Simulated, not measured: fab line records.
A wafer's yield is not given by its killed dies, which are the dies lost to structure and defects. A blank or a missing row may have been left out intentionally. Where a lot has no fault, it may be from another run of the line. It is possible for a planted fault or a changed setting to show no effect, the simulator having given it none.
Comparing a struck lot with a sound one / flow sky130 / 16 steps out of a route of 708
Sound: these wafers, L415.2, L415.3, L415.5. Struck: wafer L426.2. (L426.3, L426.4 of the same lot were not struck and are left out.) The cause comes at the end.
For every step that has rows: the tool of each side, followed by ch and its chambers, followed by its first start. Under that, the readings that differ: sound wafers / struck wafers / difference of the means / sigmas: that difference in standard deviations of wafers without a fault.
alike: words and numbers the same on both sides, and readings whose means are apart by under 2 such deviations; not compared: readings that were withheld, readings missing a value for some wafer, numbers with overlapping values and no deviation given by the record, and bounds like >300 which may hide the same value.
Wherever a step has rows on one side only, a row that says differs or no value, or a row with sigmas, the two part there. Numbers that don't overlap but have no deviation are shown without sigmas and don't part them. A reading missing from all wafers of one side parts the sides only when that side holds two or more wafers.

first, 2 steps without rows for these wafers: SKY_METAL4_PEB_11; SKY_METAL4_DEVELOP_12 (develop time 60 s).
SKY_METAL4_CD_MEAS_13: target cd 300 nm.
  sound: cd-sem-02 at day 43 22:44; struck: cd-sem-01 at day 46 15:26
  alike: cd-nm
SKY_METAL4_OVL_MEAS_14:
  sound: overlay-01 at day 43 22:50; struck: overlay-01 at day 46 15:32
  alike: METAL4_OVL
SKY_METAL4_DESCUM_15: chemistry O2, time 8 s.
  sound on rie-metal-01 ch 1, day 43 22:52; struck on rie-metal-04 ch 0, day 46 15:34
  alike: drypump-motor-current-A, oes-product-au
  not compared: rf-hours-counter-h
SKY_METAL4_ETCH_16: etches BARC in N2/H2, stops on SiO2, time 88.2 s, target depth 60 nm.
  sound on rie-metal-01 ch 1, day 43 22:54; struck on rie-metal-04 ch 0, day 46 15:36
  alike: bias-w, drypump-motor-current-A, oes-product-au, throttle-valve-pct
  not compared: rf-hours-counter-h
SKY_METAL4_ETCH_17: etches SiO2 in C4F8/O2/Ar, stops on TiN, time 3.9 s, target depth 15 nm.
  sound on rie-diel-03 ch 1,2, day 43 23:00; struck on rie-diel-03 ch 2, day 46 15:42
  alike: bias-w, oes-product-au
  not compared: rf-hours-counter-h
SKY_METAL4_METAL_ETCH_18: etches the open film in Cl2/BCl3, stops on SiO2, target depth 845 nm, time 183.1 s.
  sound on rie-metal-03 ch 0,1, day 43 23:01; struck on rie-metal-03 ch 0, day 46 15:43
reading=throttle-valve-pct (%); sound=22.264 22.259 22.264; struck=22.282; difference=+0.020; sigmas=+2
  alike: bias-w, drypump-motor-current-A, oes-product-au
  not compared: rf-hours-counter-h
SKY_METAL4_STRIP_19: strips in O2/N2.
  sound on plasma-asher-01 ch 0,1, day 43 23:12; struck on plasma-asher-03 ch 0, day 46 15:54
  alike: drypump-motor-current-A, oes-product-au, strip-time-to-endpoint-s
  not compared: rf-hours-counter-h
then, 3 steps without rows for these wafers: SKY_METAL4_STRIP_20 (strips in post etch residue remover, time 1200 s); SKY_METAL4_CLEAN_21 (cleans in IPA, time 180 s); SKY_METAL4_CLEAN_22 (cleans in O3/DIW).
SKY_VIA4_HDPCVD_00: deposits SiO2, target thk 1750 nm, time 291.7 s.
  sound on hdpcvd-01 ch 0,1, day 43 23:47; struck on hdpcvd-02 ch 2, day 46 16:29
reading=model.SiO2_of_VIA4_HDPCVD_00.thk-nm (nm); sound=1762 1749 1735; struck=2860; difference=+1111; sigmas=
SKY_VIA4_THK_MEAS_01:
  sound: film-metro-03 at day 43 23:59; struck: film-metro-03 at day 46 16:41
reading=VIA4_HDPCVD_THK (nm); sound=1762 1749 1735; struck=2860; difference=+1111; sigmas=+51
then, 1 step without rows for these wafers: SKY_VIA4_CMP_02 (polishes SiO2).
-- the record jumps here: 4 days lie between the struck wafers' starts before and after (it left off in module VIA4 and takes up again in module PAD_OPEN, whose first step shown is number 708 of the route) --
SKY_PAD_OPEN_PROBE_99:
  sound: prober-01 at day 47 20:11; struck: prober-02 at day 50 04:49
  alike: defect-limited-yield, killed_at_M0_to_M3, killed_at_M4_up, killed-at-contacts, killed-at-front-end, killed-at-other, killed-dies, killed-open, killed-short, sort_bin_3_pad_short, sort_bin_5_function, sort_bin_6_memory, sort-n-pass, sort-yield-pct

WHERE THEY PART
Last at SKY_VIA4_THK_MEAS_01 as far as this record goes, first at SKY_METAL4_METAL_ETCH_18. Later steps at which nothing parts them and some readings are alike: SKY_PAD_OPEN_PROBE_99.

WHY: what had been put in by the simulator
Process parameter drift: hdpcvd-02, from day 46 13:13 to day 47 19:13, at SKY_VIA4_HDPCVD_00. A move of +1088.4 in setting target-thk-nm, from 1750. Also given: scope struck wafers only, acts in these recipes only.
